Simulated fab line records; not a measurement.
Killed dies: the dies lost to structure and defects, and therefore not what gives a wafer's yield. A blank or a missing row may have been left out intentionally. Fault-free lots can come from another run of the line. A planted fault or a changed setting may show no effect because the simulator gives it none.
fab line records	flow sfq-line
[record] lots = 5	wafers = 23
route steps=325 shown L0@3 L0V@21 M0@33 I0@43 M1@62
start-h: start of the lot's first displayed wafer, in hours after the record's first day	wait-h: hours since the lot's step before	" as in the row above	L1.1+2: a row that stands for several wafers	- value missing, or start not given	* or withheld: withheld	< > ~ a bound
route shown NAME@n: names a module that has steps shown in the file, with the first one's number in the route	usual: the fault-free wafers' mean and standard deviation	same: alike in all rows	chamber/n: place in a boat	sites: the reading at each site	_std_site: how widely they spread, as a standard deviation	_edge_site: outer sites' mean less inner sites'	radius-mm: for every site, how far away it sits from the centre of the wafer	mask NAME#n: copy n	behind: the most recent tool/chamber to have shaped the wafer	hold: why the lot was held/for how many hours/how that ended	device: transistor that didn't switch, given as n, p or np	end of line: at the end of the route, the tests of the same wafers	for a step that has no rows: nothing shown but its recipe	killed: the dies lost at the first sort to structure and to defects; this is not the yield of the wafer	map: a wafer's dies, marking killed ones x, the rest . and places with no die _
set.NAME: setting as actually run; set.NAME@STEP: the setting as run at that earlier step	model.NAME: the simulator's own value behind a step, which no gauge read
lots run with intentionally changed settings; tables by step, rows by wafer
[[steps]]
[step SFQ_TRILAYER_L0_DEP_SPUTTER_003]
[recipe] material = MoNx_KI	base-pressure-pa = 1.33e-06	target-thk-nm = 40	power-w = 800	time-s = 100	chamber-pressure-pa = 0.4
lot.wafer	tool	chamber	start-h	wait-h	set.time-s	model.MoNx_KI_of_TRILAYER_L0_DEP_SPUTTER_003.thk-nm
L074.1	pvd-sputter-05	-	12.49	0.0	90.51	36.24
L074.2	"	-	"	"	100	40.08
L074.3	"	-	"	"	90.51	35.87
L074.4	"	-	"	"	100	40.48
L074.5	"	-	"	"	100	40.49
L075.1	pvd-sputter-05	-	17.49	0.0	100	39.07
L075.2	"	-	"	"	100	39.88
L075.4	"	-	"	"	100	39.38
L079.1	pvd-sputter-03	-	37.49	0.0	100	40.44
L079.3	"	-	"	"	100	39.54
L079.4	"	-	"	"	100	40.45
L079.5	"	-	"	"	100	40.47
L079.6	"	-	"	"	100	40.16
L081.2	pvd-sputter-06	-	47.49	0.0	93.08	36.85
L081.3	"	-	"	"	100	40.36
L081.4	"	-	"	"	100	40.5
L081.5	"	-	"	"	93.08	37.88
L081.6	"	-	"	"	100	40
L084.1	pvd-sputter-06	-	62.49	0.0	100	40.67
L084.2	"	-	"	"	100	39.63
L084.3	"	-	"	"	100	39.98
L084.4	"	-	"	"	100	40.72
L084.5	"	-	"	"	100	40.37
[step SFQ_L0_RS_MEAS_901]
[recipe] thk-meas-gauge = four-point-probe	reads = MoNx_KI_of_TRILAYER_L0_DEP_SPUTTER_003
[usual] L0_MONX_KI_RS = 43.3/0.56
lot.wafer	tool	chamber	start-h	wait-h	set.time-s@TRILAYER_L0_DEP_SPUTTER_003	L0_MONX_KI_RS[ohm/sq]
L074.1	film-metro-02	-	12.56	0.0	90.51	47.9
L074.2	"	-	"	"	100	43.3
L074.3	"	-	"	"	90.51	48.5
L074.4	"	-	"	"	100	42.9
L074.5	"	-	"	"	100	43.0
L075.1	film-metro-02	-	17.56	0.0	100	44.5
L075.2	"	-	"	"	100	43.6
L075.4	"	-	"	"	100	44.1
L079.1	film-metro-01	-	37.56	0.0	100	43.1
L079.3	"	-	"	"	100	44.0
L079.4	"	-	"	"	100	43.1
L079.5	"	-	"	"	100	43.1
L079.6	"	-	"	"	100	43.3
L081.2	film-metro-04	-	47.58	0.1	93.08	47.2
L081.3	"	-	"	"	100	43.2
L081.4	"	-	"	"	100	43.1
L081.5	"	-	"	"	93.08	45.9
L081.6	"	-	"	"	100	43.5
L084.1	film-metro-04	-	62.56	0.0	100	42.9
L084.2	"	-	"	"	100	44.0
L084.3	"	-	"	"	100	43.6
L084.4	"	-	"	"	100	42.8
L084.5	"	-	"	"	100	43.2
[step SFQ_L0_THK_MEAS_902]
[recipe] thk-meas-gauge = xrf	reads = MoNx_KI_of_TRILAYER_L0_DEP_SPUTTER_003
[usual] L0_MONX_KI_THK = 40.0/0.56
lot.wafer	tool	chamber	start-h	wait-h	set.time-s@TRILAYER_L0_DEP_SPUTTER_003	L0_MONX_KI_THK[nm]
L074.1	film-metro-02	-	12.68	0.1	90.51	35.9
L074.2	"	-	"	"	100	39.6
L074.3	"	-	"	"	90.51	35.5
L074.4	"	-	"	"	100	40.0
L074.5	"	-	"	"	100	40.1
L075.1	film-metro-02	-	17.68	0.1	100	38.9
L075.2	"	-	"	"	100	39.4
L075.4	"	-	"	"	100	39.0
L079.1	film-metro-01	-	37.68	0.1	100	40.5
L079.3	"	-	"	"	100	39.4
L079.4	"	-	"	"	100	40.2
L079.5	"	-	"	"	100	40.3
L079.6	"	-	"	"	100	40.1
L081.2	film-metro-04	-	47.69	0.1	93.08	36.7
L081.3	"	-	"	"	100	39.8
L081.4	"	-	"	"	100	40.0
L081.5	"	-	"	"	93.08	37.5
L081.6	"	-	"	"	100	39.8
L084.1	film-metro-04	-	62.68	0.1	100	40.3
L084.2	"	-	"	"	100	39.1
L084.3	"	-	"	"	100	39.9
L084.4	"	-	"	"	100	40.3
L084.5	"	-	"	"	100	39.8
[step SFQ_TRILAYER_L0_LITHO_COAT_005]
[recipe] resist = KrF	spin-rpm = 3000	resist-thk-nm = 600
lot.wafer	tool	chamber	start-h	wait-h	set.resist-thk-nm	model.KrF_of_TRILAYER_L0_LITHO_COAT_005.thk-nm
L074.1+3	litho-track-01	0	13.04	0.2	600	-
L074.2	"	0	"	"	600	597.5
L074.4	"	0	"	"	600	597.1
L074.5	"	0	"	"	600	596.1
L075.1	litho-track-01	0	18.04	0.2	600	600.3
L075.2	"	0	"	"	600	601
L075.4	"	0	"	"	600	600.4
L079.1	litho-track-02	0	38.04	0.2	600	599.6
L079.3	"	0	"	"	600	602.7
L079.4	"	0	"	"	583.4	583.4
L079.5	"	0	"	"	583.4	584.1
L079.6	"	0	"	"	583.4	584.7
L081.2	litho-track-02	0	48.09	0.2	628.2	-
L081.3	"	0	"	"	628.2	630.4
L081.4	"	0	"	"	628.2	630.6
L081.5	"	0	"	"	600	-
L081.6	"	0	"	"	600	601.4
L084.1	litho-track-04	0	63.04	0.2	600	600.8
L084.2	"	0	"	"	600	599.7
L084.3	"	0	"	"	600	599
L084.4	"	0	"	"	573.3	572.3
L084.5	"	0	"	"	573.3	576
[step SFQ_TRILAYER_L0_LITHO_SOFTBAKE_009]
[recipe] temp-c = withheld	time-s = withheld	resist = KrF
[step SFQ_TRILAYER_L0_LITHO_EXPOSE_006]
[recipe] mask-id = L0	na = 0.6	source-shape = conventional	sigma-outer = 0.65	target-cd-nm = 2000	dose-mj = 14.4
[step SFQ_TRILAYER_L0_LITHO_PEB_008]
[recipe] peb-temp-c = 116.1	peb-time-s = 60	resist = KrF
[step SFQ_TRILAYER_L0_LITHO_DEVELOP_007]
[recipe] time-s = 60	resist = KrF
[step SFQ_TRILAYER_L0_BARC_OPEN_METAL_ETCH_010]
[recipe] mask-material = PR	chemistry = O2	target-depth-nm = 125	target = BARC	icp-w = 600	bias-w = 80	pressure-mtorr = 10	time-s = 41.7
lot.wafer	tool	chamber	start-h	wait-h	set.resist-thk-nm@TRILAYER_L0_LITHO_COAT_005	model.KrF_of_TRILAYER_L0_LITHO_COAT_005.thk-nm
L074.1+3	rie-metal-04	0	70.57	0.1	600	-
L074.2	"	1	"	"	600	522.9
L074.4	"	1	"	"	600	521.7
L074.5	"	0	"	"	600	518.2
L075.1	rie-metal-02	1	77.77	0.1	600	521.9
L075.2	"	0	"	"	600	522.6
L075.4	"	0	"	"	600	521.8
L079.1	rie-metal-04	0	99.05	0.1	600	521.3
L079.3	"	0	"	"	600	524.1
L079.4	"	1	"	"	583.4	507.8
L079.5	"	1	"	"	583.4	508.7
L079.6	"	0	"	"	583.4	505.8
L081.2	rie-metal-04	0	114.65	0.1	628.2	-
L081.3	"	0	"	"	628.2	552.5
L081.4	"	1	"	"	628.2	555.4
L081.5	"	1	"	"	600	-
L081.6	"	0	"	"	600	523.4
L084.1	rie-metal-04	0	136.37	0.1	600	522.5
L084.2	"	1	"	"	600	523.6
L084.3	"	1	"	"	600	523.2
L084.4	"	0	"	"	573.3	493.3
L084.5	"	0	"	"	573.3	496.8
[step SFQ_TRILAYER_L0_VIA_LITHO_PEB_016]
[recipe] peb-temp-c = 115	peb-time-s = 60	resist = KrF
lot.wafer	tool	chamber	start-h	wait-h	set.peb-temp-c
L074.1+2+5	litho-track-04	0	144.47	1.0	115
L074.3+4	"	0	"	"	118.1
L075.1+2+4	litho-track-02	0	154.07	1.0	115
L079.1+3+6	litho-track-02	0	184.88	1.0	115
L079.4+5	"	0	"	"	117.3
L081.2+3+4+5+6	litho-track-02	0	203.03	0.8	115
L084.1+3+5	litho-track-04	0	224.56	1.0	112.3
L084.2+4	"	0	"	"	115
[step SFQ_TRILAYER_L0_VIA_LITHO_DEVELOP_015]
[recipe] time-s = 60	resist = KrF
[step SFQ_TRILAYER_L0_VIA_BARC_OPEN_VIA_ETCH_021]
[recipe] mask-material = PR	chemistry = O2	target-depth-nm = 125	target = BARC	source-w = 500	bias-w = 80	pressure-mtorr = 30	time-s = 41.7
lot.wafer	tool	chamber	start-h	wait-h	set.peb-temp-c@TRILAYER_L0_VIA_LITHO_PEB_016	model.L0V.cd-nm
L074.1	rie-diel-01	2	144.81	0.0	115	698.8
L074.2	"	0	"	"	115	699.6
L074.3	"	1	"	"	118.1	750.9
L074.4	"	0	"	"	118.1	749.6
L074.5	"	1	"	"	115	701.9
L075.1	rie-diel-03	3	154.41	0.0	115	706.1
L075.2	"	2	"	"	115	702.8
L075.4	"	3	"	"	115	703.7
L079.1	rie-diel-04	0	185.21	0.0	115	698
L079.3	"	1	"	"	115	699.9
L079.4	"	2	"	"	117.3	738.4
L079.5	"	1	"	"	117.3	738.9
L079.6	"	0	"	"	115	698.3
L081.2+3	rie-diel-04	2,3	203.34	0.0	115	701.5
L081.4	"	0	"	"	115	697.8
L081.5	"	0	"	"	115	699.3
L081.6	"	1	"	"	115	702.3
L084.1	rie-diel-03	0	224.90	0.0	112.3	638.9
L084.2	"	1	"	"	115	695.4
L084.3	"	3	"	"	112.3	639.2
L084.4	"	2	"	"	115	694.9
L084.5	"	3	"	"	112.3	640.5
[step SFQ_TRILAYER_M0_LITHO_COAT_021]
[recipe] resist = KrF	spin-rpm = 3000	resist-thk-nm = 600
lot.wafer	tool	chamber	start-h	wait-h	set.resist-thk-nm	model.KrF_of_TRILAYER_M0_LITHO_COAT_021.thk-nm
L074.1	litho-track-03	0	146.26	0.2	614	612.6
L074.2	"	0	"	"	600	599.9
L074.3	"	0	"	"	600	599
L074.4	"	0	"	"	600	598.9
L074.5	"	0	"	"	614	613.3
L075.1	litho-track-03	0	155.86	0.2	600	600.6
L075.2	"	0	"	"	600	599.2
L075.4	"	0	"	"	600	601.1
L079.1	litho-track-01	0	186.67	0.2	600	598.7
L079.3	"	0	"	"	600	597.9
L079.4	"	0	"	"	600	599.5
L079.5	"	0	"	"	582.3	580.8
L079.6	"	0	"	"	582.3	581.8
L081.2	litho-track-02	0	204.86	0.2	588.8	591
L081.3	"	0	"	"	600	601.6
L081.4	"	0	"	"	588.8	589.8
L081.5	"	0	"	"	600	600.4
L081.6	"	0	"	"	588.8	591.4
L084.1	litho-track-01	0	226.35	0.2	600	600.7
L084.2	"	0	"	"	628.9	628.8
L084.3	"	0	"	"	628.9	630.1
L084.4	"	0	"	"	600	600.6
L084.5	"	0	"	"	628.9	629.1
[step SFQ_TRILAYER_M0_LITHO_SOFTBAKE_025]
[recipe] temp-c = withheld	time-s = withheld	resist = KrF
[step SFQ_TRILAYER_M0_LITHO_EXPOSE_022]
[recipe] mask-id = M0	na = 0.6	source-shape = conventional	sigma-outer = 0.65	target-cd-nm = 500	dose-mj = 14.4
[step SFQ_TRILAYER_M0_LITHO_DEVELOP_023]
[recipe] time-s = 60	resist = KrF
[step SFQ_TRILAYER_M0_BARC_OPEN_METAL_ETCH_031]
[recipe] mask-material = PR	chemistry = O2	target-depth-nm = 125	target = BARC	icp-w = 600	bias-w = 80	pressure-mtorr = 10	time-s = 41.7
lot.wafer	tool	chamber	start-h	wait-h	set.resist-thk-nm@TRILAYER_M0_LITHO_COAT_021	model.KrF_of_TRILAYER_M0_LITHO_COAT_021.thk-nm
L074.1	rie-metal-01	0	238.10	0.0	614	535.2
L074.2	"	1	"	"	600	522.9
L074.3	"	0	"	"	600	522.2
L074.4	"	1	"	"	600	521.9
L074.5	"	1	"	"	614	536.5
L075.1	rie-metal-01	1	250.10	0.0	600	523.7
L075.2	"	0	"	"	600	522.4
L075.4	"	1	"	"	600	524
L079.1	rie-metal-02	1	292.27	0.0	600	519.7
L079.3	"	1	"	"	600	518.8
L079.4	"	0	"	"	600	521.1
L079.5	"	0	"	"	582.3	502.6
L079.6	"	1	"	"	582.3	502.5
L081.2	rie-metal-01	0	311.46	0.0	588.8	515.1
L081.3	"	0	"	"	600	525.8
L081.4	"	1	"	"	588.8	513
L081.5	"	1	"	"	600	523.9
L081.6	"	0	"	"	588.8	515.6
L084.1	rie-metal-04	0	334.26	0.0	600	522.8
L084.2	"	1	"	"	628.9	554.2
L084.3	"	1	"	"	628.9	555.6
L084.4	"	0	"	"	600	523.4
L084.5	"	0	"	"	628.9	551.5
[step SFQ_TRILAYER_I0_DEP_PECVD_027]
[recipe] material = SiO2	temp-c = 150	time-s = 111.11	pressure-torr = 2.4	rf-w = 183.3	precursor = SiH4/N2O	target-thk-nm = 500
lot.wafer	tool	chamber	start-h	wait-h	set.time-s	model.SiO2_of_TRILAYER_I0_DEP_PECVD_027.thk-nm
L074.1	pecvd-01	1	239.06	0.0	104.3	464.8
L074.2	"	2	"	"	104.3	465.1
L074.3	"	0	"	"	111.11	494.9
L074.4	"	1	"	"	104.3	471.4
L074.5	"	2	"	"	111.11	503.1
L075.1	pecvd-01	1	251.06	0.0	111.11	487.1
L075.2	"	2	"	"	111.11	484.9
L075.4	"	0	"	"	111.11	493.2
L079.1	pecvd-02	1	293.23	0.0	111.11	500.8
L079.3	"	2	"	"	111.11	503.6
L079.4	"	1	"	"	97.69	442.6
L079.5	"	0	"	"	111.11	501.1
L079.6	"	2	"	"	97.69	450.6
L081.2	pecvd-01	1	312.42	0.0	111.11	493.1
L081.3	"	2	"	"	127.3	566.8
L081.4	"	2	"	"	127.3	574.5
L081.5	"	0	"	"	127.3	568.4
L081.6	"	1	"	"	111.11	494.7
L084.1	pecvd-03	0	335.22	0.0	101.8	468.2
L084.2	"	1	"	"	101.8	456.2
L084.3	"	2	"	"	111.11	500.7
L084.4	"	1	"	"	101.8	462.5
L084.5	"	0	"	"	111.11	505.8
[step SFQ_TRILAYER_I0_VIA_LITHO_COAT_031]
[recipe] resist = KrF	spin-rpm = 3000	resist-thk-nm = 650
lot.wafer	tool	chamber	start-h	wait-h	set.resist-thk-nm	model.KrF_of_TRILAYER_I0_VIA_LITHO_COAT_031.thk-nm
L074.1	litho-track-01	0	243.76	0.2	650	649.8
L074.2	"	0	"	"	650	650.9
L074.3	"	0	"	"	650	651.1
L074.4	"	0	"	"	650	650.8
L074.5	"	0	"	"	650	648.3
L075.1	litho-track-04	0	255.76	0.2	650	651.8
L075.2	"	0	"	"	650	650.5
L075.4	"	0	"	"	650	648.5
L079.1+4	litho-track-03	0	301.52	0.2	617.2	614.3
L079.3	"	0	"	"	650	645.5
L079.5	"	0	"	"	650	645.4
L079.6	"	0	"	"	617.2	613.9
L081.2	litho-track-04	0	317.17	0.2	650	650.3
L081.3	"	0	"	"	663.5	661.6
L081.4	"	0	"	"	650	648.7
L081.5	"	0	"	"	650	647.9
L081.6	"	0	"	"	663.5	659.7
L084.1	litho-track-01	0	348.93	0.2	650	650.4
L084.2	"	0	"	"	667.4	668.7
L084.3	"	0	"	"	650	650.9
L084.4	"	0	"	"	667.4	666.3
L084.5	"	0	"	"	667.4	669.2
[step SFQ_TRILAYER_I0_VIA_LITHO_SOFTBAKE_035]
[recipe] temp-c = withheld	time-s = withheld	resist = KrF
[step SFQ_TRILAYER_I0_VIA_LITHO_EXPOSE_032]
[recipe] mask-id = I0	na = 0.6	source-shape = conventional	sigma-outer = 0.65	target-cd-nm = 500	dose-mj = 21.3
[step SFQ_TRILAYER_I0_VIA_LITHO_DEVELOP_033]
[recipe] time-s = 60	resist = KrF
[step SFQ_TRILAYER_I0_VIA_BARC_OPEN_VIA_ETCH_046]
[recipe] mask-material = PR	chemistry = O2	target-depth-nm = 125	target = BARC	source-w = 500	bias-w = 78.42	pressure-mtorr = 30	time-s = 41.7
lot.wafer	tool	chamber	start-h	wait-h	set.resist-thk-nm@TRILAYER_I0_VIA_LITHO_COAT_031	model.KrF_of_TRILAYER_I0_VIA_LITHO_COAT_031.thk-nm
L074.1	rie-diel-02	0	252.74	0.0	650	572.8
L074.2	"	3	"	"	650	572.7
L074.3+4	"	2,1	"	"	650	573.5
L074.5	"	1	"	"	650	571.2
L075.1	rie-diel-02	3	259.39	0.0	650	574.7
L075.2	"	0	"	"	650	574.4
L075.4	"	1	"	"	650	572.7
L079.1	rie-diel-01	2	413.21	0.0	617.2	538.1
L079.3	"	0	"	"	650	568.9
L079.4	"	3	"	"	617.2	538.5
L079.5	"	0	"	"	650	568.8
L079.6	"	2	"	"	617.2	537.7
L081.2	rie-diel-01	3	433.28	0.0	650	574.4
L081.3	"	1	"	"	663.5	584.5
L081.4	"	2	"	"	650	572.1
L081.5	"	2	"	"	650	571.3
L081.6	"	3	"	"	663.5	584
L084.1	rie-diel-02	1	474.21	0.0	650	573.8
L084.2	"	2	"	"	667.4	590.7
L084.3	"	0	"	"	650	573.5
L084.4	"	3	"	"	667.4	588.5
L084.5	"	1	"	"	667.4	592.6
[step SFQ_TRILAYER_I0_VIA_ETCH_VIA_ETCH_034]
[recipe] target = SiO2	stop-on = Nb	mask-material = PR	taper-deg = 20	chemistry = CHF3	target-depth-nm = 260	source-w = 500	bias-w = 80	pressure-mtorr = 30	time-s = withheld
lot.wafer	tool	chamber	start-h	wait-h	set.bias-w	set.resist-thk-nm@TRILAYER_I0_VIA_LITHO_COAT_031	model.KrF_of_TRILAYER_I0_VIA_LITHO_COAT_031.thk-nm
L074.1	rie-diel-02	0	252.78	0.0	80	650	528.4
L074.2	"	3	"	"	80	650	527.1
L074.3	"	2	"	"	80	650	528.3
L074.4	"	1	"	"	80	650	528.8
L074.5	"	1	"	"	80	650	526.6
L075.1	rie-diel-02	3	259.43	0.0	80	650	528.7
L075.2	"	0	"	"	80	650	529.7
L075.4	"	1	"	"	80	650	528.3
L079.1	rie-diel-01	2	413.25	0.0	80	617.2	494.5
L079.3	"	0	"	"	80	650	524.7
L079.4	"	3	"	"	80	617.2	494.8
L079.5	"	0	"	"	80	650	524.8
L079.6	"	2	"	"	80	617.2	494.1
L081.2	rie-diel-01	3	433.32	0.0	80	650	530.2
L081.3	"	1	"	"	80	663.5	539.5
L081.4	"	2	"	"	82.66	650	526.8
L081.5	"	2	"	"	82.66	650	526.2
L081.6	"	3	"	"	82.66	663.5	539.6
L084.1	rie-diel-02	1	474.25	0.0	80	650	529.4
L084.2	"	2	"	"	80	667.4	545.3
L084.3	"	0	"	"	80	650	528.9
L084.4	"	3	"	"	80	667.4	543.2
L084.5	"	1	"	"	80	667.4	548.2
[step SFQ_TRILAYER_M1_LITHO_COAT_044]
[recipe] resist = BARC	spin-rpm = 3000	resist-thk-nm = 62
lot.wafer	tool	chamber	start-h	wait-h	set.resist-thk-nm	model.BARC_of_TRILAYER_M1_LITHO_COAT_044.thk-nm
L074.1	litho-track-04	0	253.96	0.1	62	62.3
L074.2	"	0	"	"	60.72	60.89
L074.3	"	0	"	"	62	62.01
L074.4	"	0	"	"	60.72	60.94
L074.5	"	0	"	"	62	62.16
L075.1	litho-track-02	0	260.62	0.1	62	62.24
L075.2	"	0	"	"	62	62.12
L075.4	"	0	"	"	62	61.85
L079.1	litho-track-02	0	414.43	0.1	62	62.07
L079.3	"	0	"	"	62	62.06
L079.4	"	0	"	"	62	62.02
L079.5	"	0	"	"	62	62.05
L079.6	"	0	"	"	62	62.03
L081.2	litho-track-04	0	434.56	0.1	62	61.34
L081.3	"	0	"	"	62	61.55
L081.4	"	0	"	"	62	61.56
L081.5	"	0	"	"	62	61.51
L081.6	"	0	"	"	62	61.59
L084.1	litho-track-02	0	475.64	0.1	62	62.02
L084.2	"	0	"	"	58.53	58.31
L084.3	"	0	"	"	58.53	58.24
L084.4	"	0	"	"	62	61.75
L084.5	"	0	"	"	62	62.11
[[key]]
[split] step = SFQ_TRILAYER_L0_DEP_SPUTTER_003	setting = time-s	stated = 100	by = wafer
[response] step = SFQ_TRILAYER_L0_DEP_SPUTTER_003	reading = model.MoNx_KI_of_TRILAYER_L0_DEP_SPUTTER_003.thk-nm	change = +0.442	per = 1%	r = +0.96
[response] step = SFQ_L0_RS_MEAS_901	reading = L0_MONX_KI_RS	change = -0.517	per = 1%	r = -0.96
[response] step = SFQ_L0_THK_MEAS_902	reading = L0_MONX_KI_THK	change = +0.428	per = 1%	r = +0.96
[split] step = SFQ_TRILAYER_L0_LITHO_COAT_005	setting = resist-thk-nm	stated = 600	by = wafer
[response] step = SFQ_TRILAYER_L0_LITHO_COAT_005	reading = model.KrF_of_TRILAYER_L0_LITHO_COAT_005.thk-nm	change = +5.98	per = 1%	r = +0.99
[response] step = SFQ_TRILAYER_L0_BARC_OPEN_METAL_ETCH_010	reading = model.KrF_of_TRILAYER_L0_LITHO_COAT_005.thk-nm	change = +6.21	per = 1%	r = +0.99
[split] step = SFQ_TRILAYER_L0_VIA_LITHO_PEB_016	setting = peb-temp-c	stated = 115	by = wafer
[response] step = SFQ_TRILAYER_L0_VIA_BARC_OPEN_VIA_ETCH_021	reading = model.L0V.cd-nm	change = +20.6	per = 1%	r = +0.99
[split] step = SFQ_TRILAYER_M0_LITHO_COAT_021	setting = resist-thk-nm	stated = 600	by = wafer
[response] step = SFQ_TRILAYER_M0_LITHO_COAT_021	reading = model.KrF_of_TRILAYER_M0_LITHO_COAT_021.thk-nm	change = +5.89	per = 1%	r = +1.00
[response] step = SFQ_TRILAYER_M0_BARC_OPEN_METAL_ETCH_031	reading = model.KrF_of_TRILAYER_M0_LITHO_COAT_021.thk-nm	change = +6.11	per = 1%	r = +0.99
[split] step = SFQ_TRILAYER_I0_DEP_PECVD_027	setting = time-s	stated = 111.11	by = wafer
[response] step = SFQ_TRILAYER_I0_DEP_PECVD_027	reading = model.SiO2_of_TRILAYER_I0_DEP_PECVD_027.thk-nm	change = +4.97	per = 1%	r = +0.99
[split] step = SFQ_TRILAYER_I0_VIA_LITHO_COAT_031	setting = resist-thk-nm	stated = 650	by = wafer
[response] step = SFQ_TRILAYER_I0_VIA_LITHO_COAT_031	reading = model.KrF_of_TRILAYER_I0_VIA_LITHO_COAT_031.thk-nm	change = +6.19	per = 1%	r = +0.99
[response] step = SFQ_TRILAYER_I0_VIA_BARC_OPEN_VIA_ETCH_046	reading = model.KrF_of_TRILAYER_I0_VIA_LITHO_COAT_031.thk-nm	change = +6.08	per = 1%	r = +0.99
[response] step = SFQ_TRILAYER_I0_VIA_ETCH_VIA_ETCH_034	reading = model.KrF_of_TRILAYER_I0_VIA_LITHO_COAT_031.thk-nm	change = +5.98	per = 1%	r = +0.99
[split] step = SFQ_TRILAYER_I0_VIA_ETCH_VIA_ETCH_034	setting = bias-w	stated = 80	by = wafer
response none clear
[split] step = SFQ_TRILAYER_M1_LITHO_COAT_044	setting = resist-thk-nm	stated = 62	by = wafer
[response] step = SFQ_TRILAYER_M1_LITHO_COAT_044	reading = model.BARC_of_TRILAYER_M1_LITHO_COAT_044.thk-nm	change = +0.652	per = 1%	r = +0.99
